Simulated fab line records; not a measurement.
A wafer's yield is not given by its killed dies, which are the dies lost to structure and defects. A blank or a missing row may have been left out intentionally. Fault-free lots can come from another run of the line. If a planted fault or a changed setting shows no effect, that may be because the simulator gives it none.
The tool behind it: which one? || flow gf180mcu || 14 lots, 42 wafers sampled, at 6 steps of a route of 602

WHAT EACH GAUGE READ, for each wafer
GF_POLY_GATE_OVL_MEAS_11.
{"lot": "L564", "measured": "day 10 08:59", "on": "overlay-01", "POLY_GATE_OVL (nm)": "-2 0 -6"}
{"lot": "L565", "measured": "day 10 12:14", "on": "overlay-01", "POLY_GATE_OVL (nm)": "-8 -11 -3"}
{"lot": "L566", "measured": "day 10 16:14", "on": "overlay-01", "POLY_GATE_OVL (nm)": "-1 -5 -14"}
{"lot": "L568", "measured": "day 10 21:50", "on": "overlay-02", "POLY_GATE_OVL (nm)": "6 0 -1"}
{"lot": "L569", "measured": "day 11 10:40", "on": "overlay-01", "POLY_GATE_OVL (nm)": "-4 1 -11"}
{"lot": "L577", "measured": "day 13 22:44", "on": "overlay-02", "POLY_GATE_OVL (nm)": "8 -1 1"}
{"lot": "L578", "measured": "day 14 08:12", "on": "overlay-02", "POLY_GATE_OVL (nm)": "5 -5 -1"}
{"lot": "L579", "measured": "day 14 09:47", "on": "overlay-02", "POLY_GATE_OVL (nm)": "-2 9 2"}
{"lot": "L580", "measured": "day 14 16:21", "on": "overlay-02", "POLY_GATE_OVL (nm)": "5 3 0"}
{"lot": "L581", "measured": "day 15 02:14", "on": "overlay-02", "POLY_GATE_OVL (nm)": "1 -4 12"}
{"lot": "L582", "measured": "day 15 10:22", "on": "overlay-02", "POLY_GATE_OVL (nm)": "0 0 -4"}
{"lot": "L583", "measured": "day 15 16:15", "on": "overlay-02", "POLY_GATE_OVL (nm)": "5 5 6"}
{"lot": "L584", "measured": "day 15 22:34", "on": "overlay-02", "POLY_GATE_OVL (nm)": "6 -4 -8"}
{"lot": "L585", "measured": "day 16 04:05", "on": "overlay-02", "POLY_GATE_OVL (nm)": "11 -7 -8"}

GF_HV_LDD_CD_MEAS_31 targets a cd of 400 nm.
{"lot": "L564", "measured": "day 12 20:37", "on": "cd sem-02", "cd nm (nm)": "398.2 398.9 398.2"}
{"lot": "L565", "measured": "day 12 23:34", "on": "cd sem-02", "cd nm (nm)": "403.4 401.2 404.0"}
{"lot": "L566", "measured": "day 13 06:26", "on": "cd sem-01", "cd nm (nm)": "- - -"}
{"lot": "L568", "measured": "day 13 11:46", "on": "cd sem-02", "cd nm (nm)": "- - -"}
{"lot": "L569", "measured": "day 14 00:37", "on": "cd sem-02", "cd nm (nm)": "- - -"}
{"lot": "L577", "measured": "day 16 15:49", "on": "cd sem-02", "cd nm (nm)": "402.7 403.0 399.6"}
{"lot": "L578", "measured": "day 17 02:57", "on": "cd sem-02", "cd nm (nm)": "392.4 396.4 394.1"}
{"lot": "L579", "measured": "day 17 04:12", "on": "cd sem-02", "cd nm (nm)": "398.6 399.7 399.7"}
{"lot": "L580", "measured": "day 17 12:20", "on": "cd sem-02", "cd nm (nm)": "399.4 400.7 400.1"}
{"lot": "L581", "measured": "day 17 21:19", "on": "cd sem-01", "cd nm (nm)": "398.1 398.0 397.8"}
{"lot": "L582", "measured": "day 18 06:45", "on": "cd sem-02", "cd nm (nm)": "399.3 399.1 400.9"}
{"lot": "L583", "measured": "day 18 12:56", "on": "cd sem-01", "cd nm (nm)": "403.9 403.5 399.4"}
{"lot": "L584", "measured": "day 18 19:12", "on": "cd sem-02", "cd nm (nm)": "403.8 405.4 404.8"}
{"lot": "L585", "measured": "day 19 03:59", "on": "cd sem-02", "cd nm (nm)": "401.5 401.2 402.1"}

GF_HV_LDD_CD_MEAS_46 targets a cd of 400 nm.
{"lot": "L564", "measured": "day 13 17:33", "on": "cd sem-02", "cd nm (nm)": "399.9 398.4 400.9"}
{"lot": "L565", "measured": "day 13 20:37", "on": "cd sem-02", "cd nm (nm)": "402.3 398.9 400.7"}
{"lot": "L566", "measured": "day 14 03:23", "on": "cd sem-01", "cd nm (nm)": "398.7 399.4 399.8"}
{"lot": "L568", "measured": "day 14 08:25", "on": "cd sem-01", "cd nm (nm)": "400.1 400.7 400.6"}
{"lot": "L569", "measured": "day 14 21:49", "on": "cd sem-01", "cd nm (nm)": "404.3 404.2 404.0"}
{"lot": "L577", "measured": "day 17 14:37", "on": "cd sem-02", "cd nm (nm)": "402.0 402.1 402.4"}
{"lot": "L578", "measured": "day 18 02:02", "on": "cd sem-02", "cd nm (nm)": "400.6 399.6 399.6"}
{"lot": "L579", "measured": "day 18 02:57", "on": "cd sem-02", "cd nm (nm)": "393.9 395.0 398.7"}
{"lot": "L580", "measured": "day 18 11:41", "on": "cd sem-01", "cd nm (nm)": "397.7 398.9 398.2"}
{"lot": "L581", "measured": "day 18 20:24", "on": "cd sem-02", "cd nm (nm)": "400.9 399.5 401.5"}
{"lot": "L582", "measured": "day 19 06:57", "on": "cd sem-02", "cd nm (nm)": "400.0 398.7 399.7"}
{"lot": "L583", "measured": "day 19 12:08", "on": "cd sem-01", "cd nm (nm)": "399.7 402.4 402.4"}
{"lot": "L584", "measured": "day 19 20:05", "on": "cd sem-01", "cd nm (nm)": "405.6 405.5 405.2"}
{"lot": "L585", "measured": "day 20 04:59", "on": "cd sem-02", "cd nm (nm)": "394.7 393.3 392.2"}

GF_HV_LDD_OVL_MEAS_47.
{"lot": "L564", "measured": "day 13 17:40", "on": "overlay-02", "HV_LDD_03_OVL (nm)": "0.0 -2.3 -0.5"}
{"lot": "L565", "measured": "day 13 20:44", "on": "overlay-02", "HV_LDD_03_OVL (nm)": "2.3 0.2 2.1"}
{"lot": "L566", "measured": "day 14 03:30", "on": "overlay-02", "HV_LDD_03_OVL (nm)": "1.3 -0.6 0.7"}
{"lot": "L568", "measured": "day 14 08:32", "on": "overlay-02", "HV_LDD_03_OVL (nm)": "-0.3 2.5 1.6"}
{"lot": "L569", "measured": "day 14 21:55", "on": "overlay-02", "HV_LDD_03_OVL (nm)": "-0.2 0.6 0.2"}
{"lot": "L577", "measured": "day 17 14:43", "on": "overlay-01", "HV_LDD_03_OVL (nm)": "0.2 -0.5 0.2"}
{"lot": "L578", "measured": "day 18 02:10", "on": "overlay-01", "HV_LDD_03_OVL (nm)": "-1.1 0.1 0.5"}
{"lot": "L579", "measured": "day 18 03:03", "on": "overlay-01", "HV_LDD_03_OVL (nm)": "-1.0 -2.3 0.0"}
{"lot": "L580", "measured": "day 18 11:48", "on": "overlay-02", "HV_LDD_03_OVL (nm)": "0.9 0.2 1.5"}
{"lot": "L581", "measured": "day 18 20:29", "on": "overlay-02", "HV_LDD_03_OVL (nm)": "1.7 1.0 2.1"}
{"lot": "L582", "measured": "day 19 07:03", "on": "overlay-02", "HV_LDD_03_OVL (nm)": "-0.1 0.5 -1.8"}
{"lot": "L583", "measured": "day 19 12:16", "on": "overlay-02", "HV_LDD_03_OVL (nm)": "0.7 2.1 -0.1"}
{"lot": "L584", "measured": "day 19 20:13", "on": "overlay-02", "HV_LDD_03_OVL (nm)": "0.2 0.1 -1.1"}
{"lot": "L585", "measured": "day 20 05:06", "on": "overlay-01", "HV_LDD_03_OVL (nm)": "0.3 0.4 -1.1"}

GF_HV_LDD_TW_MEAS_50.
{"lot": "L564", "measured": "day 13 17:57", "on": "film metro-01", "HV_LDD_4_TW": "571 568 571"}
{"lot": "L565", "measured": "day 13 21:01", "on": "film metro-04", "HV_LDD_4_TW": "575 580 577"}
{"lot": "L566", "measured": "day 14 03:47", "on": "film metro-04", "HV_LDD_4_TW": "1490 1483 1490"}
{"lot": "L568", "measured": "day 14 08:49", "on": "film metro-01", "HV_LDD_4_TW": "1467 1459 1466"}
{"lot": "L569", "measured": "day 14 22:13", "on": "film metro-04", "HV_LDD_4_TW": "1477 1480 1477"}
{"lot": "L577", "measured": "day 17 15:01", "on": "film metro-04", "HV_LDD_4_TW": "580 583 582"}
{"lot": "L578", "measured": "day 18 02:27", "on": "film metro-03", "HV_LDD_4_TW": "576 578 577"}
{"lot": "L579", "measured": "day 18 03:20", "on": "film metro-01", "HV_LDD_4_TW": "567 571 566"}
{"lot": "L580", "measured": "day 18 12:05", "on": "film metro-01", "HV_LDD_4_TW": "566 568 568"}
{"lot": "L581", "measured": "day 18 20:46", "on": "film metro-04", "HV_LDD_4_TW": "578 577 579"}
{"lot": "L582", "measured": "day 19 07:20", "on": "film metro-03", "HV_LDD_4_TW": "576 577 576"}
{"lot": "L583", "measured": "day 19 12:32", "on": "film metro-01", "HV_LDD_4_TW": "569 574 570"}
{"lot": "L584", "measured": "day 19 20:29", "on": "film metro-03", "HV_LDD_4_TW": "578 578 576"}
{"lot": "L585", "measured": "day 20 05:23", "on": "film metro-01", "HV_LDD_4_TW": "568 564 567"}

EACH LOT AND THE TOOL THAT RAN IT (in order: tool; ch and the chambers of the sampled wafers; start)
{"lot": "L564", "GF_HV_LDD_COAT_26": "litho track-01 ch 0, day 12 10:52"}
{"lot": "L565", "GF_HV_LDD_COAT_26": "litho track-03 ch 0, day 12 13:17"}
{"lot": "L566", "GF_HV_LDD_COAT_26": "litho track-01, day 12 20:11"}
{"lot": "L568", "GF_HV_LDD_COAT_26": "litho track-01, day 13 01:47"}
{"lot": "L569", "GF_HV_LDD_COAT_26": "litho track-03, day 13 13:32"}
{"lot": "L577", "GF_HV_LDD_COAT_26": "litho track-01 ch 0, day 16 04:42"}
{"lot": "L578", "GF_HV_LDD_COAT_26": "litho track-03 ch 0, day 16 16:05"}
{"lot": "L579", "GF_HV_LDD_COAT_26": "litho track-04 ch 0, day 16 17:02"}
{"lot": "L580", "GF_HV_LDD_COAT_26": "litho track-04 ch 0, day 17 00:45"}
{"lot": "L581", "GF_HV_LDD_COAT_26": "litho track-01 ch 0, day 17 09:03"}
{"lot": "L582", "GF_HV_LDD_COAT_26": "litho track-03 ch 0, day 17 19:55"}
{"lot": "L583", "GF_HV_LDD_COAT_26": "litho track-04 ch 0, day 18 01:48"}
{"lot": "L584", "GF_HV_LDD_COAT_26": "litho track-04 ch 0, day 18 07:21"}
{"lot": "L585", "GF_HV_LDD_COAT_26": "litho track-04 ch 0, day 18 16:09"}
- GF_HV_LDD_COAT_26: resist thk 1000 nm.

AS READ BY THE TOOLS THEMSELVES (means over the sampled wafers that have a number; for cases with no such wafer, the mark the record gives instead)
GF_HV_LDD_COAT_26.
{"lot": "L564", "tool": "litho track-01", "chill plate temp C (C)": 22.98, "dispense pressure kPa (kPa)": 44}
{"lot": "L565", "tool": "litho track-03", "chill plate temp C (C)": 23.12, "dispense pressure kPa (kPa)": 57}
{"lot": "L566", "tool": "litho track-01", "chill plate temp C (C)": "-", "dispense pressure kPa (kPa)": "-"}
{"lot": "L568", "tool": "litho track-01", "chill plate temp C (C)": "-", "dispense pressure kPa (kPa)": "-"}
{"lot": "L569", "tool": "litho track-03", "chill plate temp C (C)": "-", "dispense pressure kPa (kPa)": "-"}
{"lot": "L577", "tool": "litho track-01", "chill plate temp C (C)": 23.05, "dispense pressure kPa (kPa)": 44}
{"lot": "L578", "tool": "litho track-03", "chill plate temp C (C)": 22.82, "dispense pressure kPa (kPa)": 57}
{"lot": "L579", "tool": "litho track-04", "chill plate temp C (C)": 22.98, "dispense pressure kPa (kPa)": 56}
{"lot": "L580", "tool": "litho track-04", "chill plate temp C (C)": 23.08, "dispense pressure kPa (kPa)": 56}
{"lot": "L581", "tool": "litho track-01", "chill plate temp C (C)": 22.93, "dispense pressure kPa (kPa)": 44}
{"lot": "L582", "tool": "litho track-03", "chill plate temp C (C)": 22.98, "dispense pressure kPa (kPa)": 57}
{"lot": "L583", "tool": "litho track-04", "chill plate temp C (C)": 22.92, "dispense pressure kPa (kPa)": 56}
{"lot": "L584", "tool": "litho track-04", "chill plate temp C (C)": 22.99, "dispense pressure kPa (kPa)": 56}
{"lot": "L585", "tool": "litho track-04", "chill plate temp C (C)": 23.03, "dispense pressure kPa (kPa)": 56}

THE ANSWER, worked out from the rows above alone
Rule: what is usual is taken from the lots themselves. Put in order of their means at a reading, lots are off if they are a third of the lots or fewer, leave a main group of 4 or more, and stand apart from it by a gap of 3 or more times the standard deviation of the main group's means; of several such gaps the widest counts. Not used: any main group whose means are identical at the precision the tables above print for the reading. Also off: a lot with no number at a reading for which 4 or more lots have one. Any other lot the step has rows for is counted as sound. First the gauges in route order, then the tools' own readings, where a lot's mean is used as printed above. The first step at which some lot is off is used, and at that step the reading that is off furthest; a lot without a number counts as furthest.
Off at GF_HV_LDD_CD_MEAS_31 (cd nm): L566, L568, L569. Without a number there: L566, L568, L569. For the main group the mean is 400.3 nm and the standard deviation 2.7.
If a tool, at a process step before that reading, ran all the lots that are off and no sound lot after the first of them, it fits. Not tried: the gauges at GF_HV_LDD_CD_MEAS_31; whatever is off there is also off at GF_HV_LDD_TW_MEAS_50, on other tools, and gauge error can't account for it. Of those tried, none fits.

WHAT HAD BEEN PUT IN BY THE SIMULATOR
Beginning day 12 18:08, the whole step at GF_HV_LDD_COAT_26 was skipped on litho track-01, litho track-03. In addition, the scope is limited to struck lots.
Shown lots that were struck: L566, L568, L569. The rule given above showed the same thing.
